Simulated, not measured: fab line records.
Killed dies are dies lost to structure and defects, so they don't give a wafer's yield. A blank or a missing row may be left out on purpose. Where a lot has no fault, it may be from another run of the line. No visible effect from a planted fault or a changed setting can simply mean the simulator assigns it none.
Which tool was responsible? || flow gf180mcu || 24 lots, 72 wafers sampled, at 5 steps of a route of 602

WHAT EACH GAUGE READ, for each wafer
GF_V4_CD_MEAS_14: target cd 260 nm. Usual: cd nm 259.9 nm, standard deviation 1.4.
{"lot": "L074", "measured": "day 24 15:27", "on": "cd sem-02", "cd nm (nm)": "258.5 259.2 259.2", "flag": ""}
{"lot": "L075", "measured": "day 24 21:55", "on": "cd sem-01", "cd nm (nm)": "262.9 261.6 261.2", "flag": ""}
{"lot": "L076", "measured": "day 25 19:24", "on": "cd sem-01", "cd nm (nm)": "261.3 260.7 259.6", "flag": ""}
{"lot": "L077", "measured": "day 25 20:56", "on": "cd sem-01", "cd nm (nm)": "260.1 258.6 259.2", "flag": ""}
{"lot": "L078", "measured": "day 26 01:01", "on": "cd sem-01", "cd nm (nm)": "258.3 258.7 257.2", "flag": ""}
{"lot": "L079", "measured": "day 26 15:13", "on": "cd sem-01", "cd nm (nm)": "259.7 259.6 258.8", "flag": ""}
{"lot": "L081", "measured": "day 26 23:32", "on": "cd sem-01", "cd nm (nm)": "260.8 259.6 259.3", "flag": ""}
{"lot": "L080", "measured": "day 27 08:25", "on": "cd sem-02", "cd nm (nm)": "260.9 260.4 259.7", "flag": ""}
{"lot": "L082", "measured": "day 27 12:16", "on": "cd sem-02", "cd nm (nm)": "262.0 262.3 262.1", "flag": ""}
{"lot": "L083", "measured": "day 27 13:56", "on": "cd sem-02", "cd nm (nm)": "262.2 261.9 261.5", "flag": ""}
{"lot": "L084", "measured": "day 27 20:41", "on": "cd sem-01", "cd nm (nm)": "260.3 260.7 260.8", "flag": ""}
{"lot": "L085", "measured": "day 28 08:12", "on": "cd sem-02", "cd nm (nm)": "258.7 259.6 259.2", "flag": ""}
{"lot": "L086", "measured": "day 28 12:39", "on": "cd sem-02", "cd nm (nm)": "261.6 260.9 260.4", "flag": ""}
{"lot": "L087", "measured": "day 28 18:25", "on": "cd sem-02", "cd nm (nm)": "257.3 257.5 257.8", "flag": ""}
{"lot": "L088", "measured": "day 29 09:36", "on": "cd sem-02", "cd nm (nm)": "258.6 258.7 259.1", "flag": ""}
{"lot": "L089", "measured": "day 29 13:19", "on": "cd sem-02", "cd nm (nm)": "258.8 257.7 259.4", "flag": ""}
{"lot": "L090", "measured": "day 29 14:38", "on": "cd sem-01", "cd nm (nm)": "258.4 258.5 259.8", "flag": ""}
{"lot": "L091", "measured": "day 29 23:20", "on": "cd sem-02", "cd nm (nm)": "260.7 259.1 259.4", "flag": ""}
{"lot": "L092", "measured": "day 30 05:55", "on": "cd sem-01", "cd nm (nm)": "259.6 258.7 258.9", "flag": ""}
{"lot": "L093", "measured": "day 30 10:58", "on": "cd sem-02", "cd nm (nm)": "258.8 259.5 259.5", "flag": ""}
{"lot": "L094", "measured": "day 30 21:03", "on": "cd sem-02", "cd nm (nm)": "263.0 262.0 262.1", "flag": ""}
{"lot": "L095", "measured": "day 31 04:29", "on": "cd sem-02", "cd nm (nm)": "259.9 260.1 261.2", "flag": ""}
{"lot": "L096", "measured": "day 31 11:39", "on": "cd sem-02", "cd nm (nm)": "259.0 259.3 260.2", "flag": ""}
{"lot": "L097", "measured": "day 31 12:52", "on": "cd sem-01", "cd nm (nm)": "259.4 258.6 259.0", "flag": ""}

GF_MIM_THK_MEAS_06. Usual: for MIM_CVD_05_THK the level is 42.0 nm and the standard deviation is 0.51.
{"lot": "L074", "measured": "day 24 17:14", "on": "film metro-02", "MIM_CVD_05_THK (nm)": "42.5 41.8 42.1", "flag": ""}
{"lot": "L075", "measured": "day 24 23:41", "on": "film metro-04", "MIM_CVD_05_THK (nm)": "41.8 43.2 42.7", "flag": ""}
{"lot": "L076", "measured": "day 25 21:16", "on": "film metro-01", "MIM_CVD_05_THK (nm)": "41.6 41.4 42.3", "flag": ""}
{"lot": "L077", "measured": "day 25 22:44", "on": "film metro-02", "MIM_CVD_05_THK (nm)": "41.9 41.3 42.4", "flag": ""}
{"lot": "L078", "measured": "day 26 02:58", "on": "film metro-04", "MIM_CVD_05_THK (nm)": "41.2 41.0 42.3", "flag": ""}
{"lot": "L079", "measured": "day 26 17:00", "on": "film metro-02", "MIM_CVD_05_THK (nm)": "41.6 42.1 42.4", "flag": ""}
{"lot": "L081", "measured": "day 27 01:21", "on": "film metro-01", "MIM_CVD_05_THK (nm)": "41.8 41.6 42.3", "flag": ""}
{"lot": "L080", "measured": "day 27 10:10", "on": "film metro-02", "MIM_CVD_05_THK (nm)": "41.7 41.2 42.4", "flag": ""}
{"lot": "L082", "measured": "day 27 14:02", "on": "film metro-01", "MIM_CVD_05_THK (nm)": "42.2 41.5 42.6", "flag": ""}
{"lot": "L083", "measured": "day 27 15:40", "on": "film metro-01", "MIM_CVD_05_THK (nm)": "42.0 42.2 41.8", "flag": ""}
{"lot": "L084", "measured": "day 27 22:26", "on": "film metro-02", "MIM_CVD_05_THK (nm)": "40.9 40.8 41.4", "flag": ""}
{"lot": "L085", "measured": "day 28 09:58", "on": "film metro-02", "MIM_CVD_05_THK (nm)": "41.3 41.5 41.9", "flag": ""}
{"lot": "L086", "measured": "day 28 14:26", "on": "film metro-02", "MIM_CVD_05_THK (nm)": "41.2 41.8 42.1", "flag": ""}
{"lot": "L087", "measured": "day 28 20:26", "on": "film metro-01", "MIM_CVD_05_THK (nm)": "42.0 41.6 42.5", "flag": ""}
{"lot": "L088", "measured": "day 29 11:23", "on": "film metro-04", "MIM_CVD_05_THK (nm)": "41.6 42.7 42.7", "flag": ""}
{"lot": "L089", "measured": "day 29 15:03", "on": "film metro-04", "MIM_CVD_05_THK (nm)": "40.9 42.3 41.7", "flag": ""}
{"lot": "L090", "measured": "day 29 16:31", "on": "film metro-04", "MIM_CVD_05_THK (nm)": "41.6 42.6 42.0", "flag": ""}
{"lot": "L091", "measured": "day 30 01:08", "on": "film metro-02", "MIM_CVD_05_THK (nm)": "41.4 42.0 42.3", "flag": ""}
{"lot": "L092", "measured": "day 30 07:41", "on": "film metro-02", "MIM_CVD_05_THK (nm)": "42.2 42.4 42.2", "flag": ""}
{"lot": "L093", "measured": "day 30 12:44", "on": "film metro-02", "MIM_CVD_05_THK (nm)": "41.2 42.1 41.7", "flag": ""}
{"lot": "L094", "measured": "day 30 22:47", "on": "film metro-02", "MIM_CVD_05_THK (nm)": "41.9 42.4 42.4", "flag": ""}
{"lot": "L095", "measured": "day 31 06:19", "on": "film metro-01", "MIM_CVD_05_THK (nm)": "42.4 42.5 43.1", "flag": ""}
{"lot": "L096", "measured": "day 31 13:24", "on": "film metro-01", "MIM_CVD_05_THK (nm)": "41.9 42.0 42.6", "flag": ""}
{"lot": "L097", "measured": "day 31 14:36", "on": "film metro-04", "MIM_CVD_05_THK (nm)": "42.1 42.5 43.3", "flag": ""}

GF_MIM_THK_MEAS_11: measures by xrf. Usual: for MIM_ALCU_THK the level is 199.3 nm and the standard deviation is 1.9.
{"lot": "L074", "measured": "day 24 17:31", "on": "film metro-01", "MIM_ALCU_THK (nm)": "201.5 201.0 203.1", "flag": ""}
{"lot": "L075", "measured": "day 24 23:58", "on": "film metro-02", "MIM_ALCU_THK (nm)": "194.7 195.8 198.1", "flag": ""}
{"lot": "L076", "measured": "day 25 21:32", "on": "film metro-04", "MIM_ALCU_THK (nm)": "199.8 198.7 198.6", "flag": ""}
{"lot": "L077", "measured": "day 25 23:05", "on": "film metro-01", "MIM_ALCU_THK (nm)": "202.4 197.9 198.7", "flag": ""}
{"lot": "L078", "measured": "day 26 03:15", "on": "film metro-04", "MIM_ALCU_THK (nm)": "203.0 202.0 201.6", "flag": ""}
{"lot": "L079", "measured": "day 26 17:17", "on": "film metro-01", "MIM_ALCU_THK (nm)": "197.6 197.8 199.5", "flag": ""}
{"lot": "L081", "measured": "day 27 01:38", "on": "film metro-04", "MIM_ALCU_THK (nm)": "205.8 203.9 201.6", "flag": ""}
{"lot": "L080", "measured": "day 27 10:27", "on": "film metro-04", "MIM_ALCU_THK (nm)": "199.7 200.2 196.9", "flag": ""}
{"lot": "L082", "measured": "day 27 14:19", "on": "film metro-02", "MIM_ALCU_THK (nm)": "198.0 198.8 196.9", "flag": ""}
{"lot": "L083", "measured": "day 27 15:57", "on": "film metro-04", "MIM_ALCU_THK (nm)": "200.4 199.1 198.2", "flag": ""}
{"lot": "L084", "measured": "day 27 22:43", "on": "film metro-01", "MIM_ALCU_THK (nm)": "200.3 199.2 200.6", "flag": ""}
{"lot": "L085", "measured": "day 28 10:15", "on": "film metro-02", "MIM_ALCU_THK (nm)": "199.4 200.1 198.4", "flag": ""}
{"lot": "L086", "measured": "day 28 14:43", "on": "film metro-02", "MIM_ALCU_THK (nm)": "198.0 197.6 198.2", "flag": ""}
{"lot": "L087", "measured": "day 28 20:43", "on": "film metro-04", "MIM_ALCU_THK (nm)": "197.0 199.5 198.8", "flag": ""}
{"lot": "L088", "measured": "day 29 11:40", "on": "film metro-01", "MIM_ALCU_THK (nm)": "201.2 199.2 199.5", "flag": ""}
{"lot": "L089", "measured": "day 29 15:21", "on": "film metro-02", "MIM_ALCU_THK (nm)": "200.0 197.2 197.7", "flag": ""}
{"lot": "L090", "measured": "day 29 16:47", "on": "film metro-02", "MIM_ALCU_THK (nm)": "198.9 198.1 200.1", "flag": ""}
{"lot": "L091", "measured": "day 30 01:25", "on": "film metro-01", "MIM_ALCU_THK (nm)": "198.4 200.1 199.1", "flag": ""}
{"lot": "L092", "measured": "day 30 07:59", "on": "film metro-01", "MIM_ALCU_THK (nm)": "201.5 201.2 199.6", "flag": ""}
{"lot": "L093", "measured": "day 30 13:01", "on": "film metro-02", "MIM_ALCU_THK (nm)": "196.5 197.6 199.3", "flag": ""}
{"lot": "L094", "measured": "day 30 23:04", "on": "film metro-01", "MIM_ALCU_THK (nm)": "201.4 202.5 201.2", "flag": ""}
{"lot": "L095", "measured": "day 31 06:36", "on": "film metro-01", "MIM_ALCU_THK (nm)": "199.3 201.1 200.6", "flag": ""}
{"lot": "L096", "measured": "day 31 13:41", "on": "film metro-02", "MIM_ALCU_THK (nm)": "195.7 196.4 199.6", "flag": ""}
{"lot": "L097", "measured": "day 31 14:53", "on": "film metro-02", "MIM_ALCU_THK (nm)": "197.9 196.3 197.8", "flag": ""}

EACH LOT AND THE TOOL THAT RAN IT (in order: tool; ch and the chambers of the sampled wafers; start)
{"lot": "L074", "GF_M2_SPUTTER_03": "pvd sputter-03, day 18 09:56", "GF_V3_SPUTTER_21": "pvd sputter-02, day 22 14:28"}
{"lot": "L075", "GF_M2_SPUTTER_03": "pvd sputter-03, day 18 17:25", "GF_V3_SPUTTER_21": "pvd sputter-04, day 22 22:29"}
{"lot": "L076", "GF_M2_SPUTTER_03": "pvd sputter-01, day 18 22:29", "GF_V3_SPUTTER_21": "pvd sputter-04, day 23 04:59"}
{"lot": "L077", "GF_M2_SPUTTER_03": "pvd sputter-02, day 19 06:37", "GF_V3_SPUTTER_21": "pvd sputter-04, day 23 09:59"}
{"lot": "L078", "GF_M2_SPUTTER_03": "pvd sputter-02, day 19 18:53", "GF_V3_SPUTTER_21": "pvd sputter-02, day 23 21:37"}
{"lot": "L079", "GF_M2_SPUTTER_03": "pvd sputter-01, day 20 04:37", "GF_V3_SPUTTER_21": "pvd sputter-03, day 24 11:01"}
{"lot": "L081", "GF_M2_SPUTTER_03": "pvd sputter-02, day 20 23:50", "GF_V3_SPUTTER_21": "pvd sputter-03, day 25 01:14"}
{"lot": "L080", "GF_M2_SPUTTER_03": "pvd sputter-01, day 21 05:01", "GF_V3_SPUTTER_21": "pvd sputter-03, day 25 20:45"}
{"lot": "L082", "GF_M2_SPUTTER_03": "pvd sputter-01, day 21 09:20", "GF_V3_SPUTTER_21": "pvd sputter-02, day 25 21:57"}
{"lot": "L083", "GF_M2_SPUTTER_03": "pvd sputter-02, day 21 09:38", "GF_V3_SPUTTER_21": "pvd sputter-02, day 25 22:13"}
{"lot": "L084", "GF_M2_SPUTTER_03": "pvd sputter-02, day 22 00:04", "GF_V3_SPUTTER_21": "pvd sputter-03, day 26 02:05"}
{"lot": "L085", "GF_M2_SPUTTER_03": "pvd sputter-03, day 22 09:48", "GF_V3_SPUTTER_21": "pvd sputter-04, day 26 13:28"}
{"lot": "L086", "GF_M2_SPUTTER_03": "pvd sputter-03, day 22 12:29", "GF_V3_SPUTTER_21": "pvd sputter-03, day 26 17:53"}
{"lot": "L087", "GF_M2_SPUTTER_03": "pvd sputter-01, day 23 04:11", "GF_V3_SPUTTER_21": "pvd sputter-02, day 27 00:46"}
{"lot": "L088", "GF_M2_SPUTTER_03": "pvd sputter-01, day 23 13:02", "GF_V3_SPUTTER_21": "pvd sputter-03, day 27 17:00"}
{"lot": "L089", "GF_M2_SPUTTER_03": "pvd sputter-01, day 23 18:16", "GF_V3_SPUTTER_21": "pvd sputter-04, day 27 18:53"}
{"lot": "L090", "GF_M2_SPUTTER_03": "pvd sputter-02, day 23 22:47", "GF_V3_SPUTTER_21": "pvd sputter-04, day 27 20:20"}
{"lot": "L091", "GF_M2_SPUTTER_03": "pvd sputter-02, day 24 09:43", "GF_V3_SPUTTER_21": "pvd sputter-03, day 28 08:38"}
{"lot": "L092", "GF_M2_SPUTTER_03": "pvd sputter-02, day 24 15:48", "GF_V3_SPUTTER_21": "pvd sputter-04, day 28 14:20"}
{"lot": "L093", "GF_M2_SPUTTER_03": "pvd sputter-02, day 25 03:38", "GF_V3_SPUTTER_21": "pvd sputter-04, day 28 20:10"}
{"lot": "L094", "GF_M2_SPUTTER_03": "pvd sputter-03, day 25 22:46", "GF_V3_SPUTTER_21": "pvd sputter-02, day 29 06:59"}
{"lot": "L095", "GF_M2_SPUTTER_03": "pvd sputter-03, day 26 01:53", "GF_V3_SPUTTER_21": "pvd sputter-03, day 29 13:43"}
{"lot": "L096", "GF_M2_SPUTTER_03": "pvd sputter-01, day 26 08:27", "GF_V3_SPUTTER_21": "pvd sputter-04, day 29 20:08"}
{"lot": "L097", "GF_M2_SPUTTER_03": "pvd sputter-01, day 26 10:54", "GF_V3_SPUTTER_21": "pvd sputter-04, day 29 21:50"}
- GF_M2_SPUTTER_03: material Ti, target thk 10 nm, time 6.7 s.
- GF_V3_SPUTTER_21: material Ti, target thk 15 nm, time 80.02 s.

AS READ BY THE TOOLS THEMSELVES (means over the sampled wafers that have a number; for cases with no such wafer, the mark the record gives instead)
GF_M2_SPUTTER_03. Usual: throttle valve pct 30.1 %, standard deviation 1.1.
{"lot": "L074", "tool": "pvd sputter-03", "throttle valve pct (%)": 29.7, "flag": ""}
{"lot": "L075", "tool": "pvd sputter-03", "throttle valve pct (%)": 30.2, "flag": ""}
{"lot": "L076", "tool": "pvd sputter-01", "throttle valve pct (%)": 31.2, "flag": ""}
{"lot": "L077", "tool": "pvd sputter-02", "throttle valve pct (%)": 29.5, "flag": ""}
{"lot": "L078", "tool": "pvd sputter-02", "throttle valve pct (%)": 30.0, "flag": ""}
{"lot": "L079", "tool": "pvd sputter-01", "throttle valve pct (%)": 30.8, "flag": ""}
{"lot": "L081", "tool": "pvd sputter-02", "throttle valve pct (%)": 29.8, "flag": ""}
{"lot": "L080", "tool": "pvd sputter-01", "throttle valve pct (%)": 29.9, "flag": ""}
{"lot": "L082", "tool": "pvd sputter-01", "throttle valve pct (%)": 30.5, "flag": ""}
{"lot": "L083", "tool": "pvd sputter-02", "throttle valve pct (%)": 29.0, "flag": ""}
{"lot": "L084", "tool": "pvd sputter-02", "throttle valve pct (%)": 29.5, "flag": ""}
{"lot": "L085", "tool": "pvd sputter-03", "throttle valve pct (%)": 30.1, "flag": ""}
{"lot": "L086", "tool": "pvd sputter-03", "throttle valve pct (%)": 30.9, "flag": ""}
{"lot": "L087", "tool": "pvd sputter-01", "throttle valve pct (%)": 30.8, "flag": ""}
{"lot": "L088", "tool": "pvd sputter-01", "throttle valve pct (%)": 30.4, "flag": ""}
{"lot": "L089", "tool": "pvd sputter-01", "throttle valve pct (%)": 30.7, "flag": ""}
{"lot": "L090", "tool": "pvd sputter-02", "throttle valve pct (%)": 28.8, "flag": ""}
{"lot": "L091", "tool": "pvd sputter-02", "throttle valve pct (%)": 29.6, "flag": ""}
{"lot": "L092", "tool": "pvd sputter-02", "throttle valve pct (%)": 30.3, "flag": ""}
{"lot": "L093", "tool": "pvd sputter-02", "throttle valve pct (%)": 29.7, "flag": ""}
{"lot": "L094", "tool": "pvd sputter-03", "throttle valve pct (%)": 31.2, "flag": ""}
{"lot": "L095", "tool": "pvd sputter-03", "throttle valve pct (%)": 30.4, "flag": ""}
{"lot": "L096", "tool": "pvd sputter-01", "throttle valve pct (%)": 30.6, "flag": ""}
{"lot": "L097", "tool": "pvd sputter-01", "throttle valve pct (%)": 30.9, "flag": ""}

GF_V3_SPUTTER_21. Usual: throttle valve pct 29.6 %, standard deviation 0.95.
{"lot": "L074", "tool": "pvd sputter-02", "throttle valve pct (%)": 29.7, "flag": ""}
{"lot": "L075", "tool": "pvd sputter-04", "throttle valve pct (%)": 29.2, "flag": ""}
{"lot": "L076", "tool": "pvd sputter-04", "throttle valve pct (%)": 29.2, "flag": ""}
{"lot": "L077", "tool": "pvd sputter-04", "throttle valve pct (%)": 29.0, "flag": ""}
{"lot": "L078", "tool": "pvd sputter-02", "throttle valve pct (%)": 29.8, "flag": ""}
{"lot": "L079", "tool": "pvd sputter-03", "throttle valve pct (%)": 29.5, "flag": ""}
{"lot": "L081", "tool": "pvd sputter-03", "throttle valve pct (%)": 29.8, "flag": ""}
{"lot": "L080", "tool": "pvd sputter-03", "throttle valve pct (%)": 29.0, "flag": ""}
{"lot": "L082", "tool": "pvd sputter-02", "throttle valve pct (%)": 30.3, "flag": ""}
{"lot": "L083", "tool": "pvd sputter-02", "throttle valve pct (%)": 29.1, "flag": ""}
{"lot": "L084", "tool": "pvd sputter-03", "throttle valve pct (%)": 30.5, "flag": ""}
{"lot": "L085", "tool": "pvd sputter-04", "throttle valve pct (%)": 29.4, "flag": ""}
{"lot": "L086", "tool": "pvd sputter-03", "throttle valve pct (%)": 29.7, "flag": ""}
{"lot": "L087", "tool": "pvd sputter-02", "throttle valve pct (%)": 29.7, "flag": ""}
{"lot": "L088", "tool": "pvd sputter-03", "throttle valve pct (%)": 30.3, "flag": ""}
{"lot": "L089", "tool": "pvd sputter-04", "throttle valve pct (%)": 29.2, "flag": ""}
{"lot": "L090", "tool": "pvd sputter-04", "throttle valve pct (%)": 29.1, "flag": ""}
{"lot": "L091", "tool": "pvd sputter-03", "throttle valve pct (%)": 29.4, "flag": ""}
{"lot": "L092", "tool": "pvd sputter-04", "throttle valve pct (%)": 29.5, "flag": ""}
{"lot": "L093", "tool": "pvd sputter-04", "throttle valve pct (%)": 29.4, "flag": ""}
{"lot": "L094", "tool": "pvd sputter-02", "throttle valve pct (%)": 30.1, "flag": ""}
{"lot": "L095", "tool": "pvd sputter-03", "throttle valve pct (%)": 30.4, "flag": ""}
{"lot": "L096", "tool": "pvd sputter-04", "throttle valve pct (%)": 29.3, "flag": ""}
{"lot": "L097", "tool": "pvd sputter-04", "throttle valve pct (%)": 29.0, "flag": ""}

THE ANSWER, worked out from the rows above alone
Rule: a lot is off if the mean of its wafers that have a number lies more than 3 standard deviations from the usual mean. Also off: a lot with no number at a reading for which 4 or more lots have one. All remaining lots with rows at the step are treated as sound. Order of review: gauges by route order, followed by the tools' own readings, for which a lot's mean as printed above is used. The first step at which some lot is off is used, and at that step the reading that is off furthest; a lot without a number counts as furthest.
None of the lots is off at any reading shown; this tells nothing.

WHAT THE SIMULATOR HAD INSERTED
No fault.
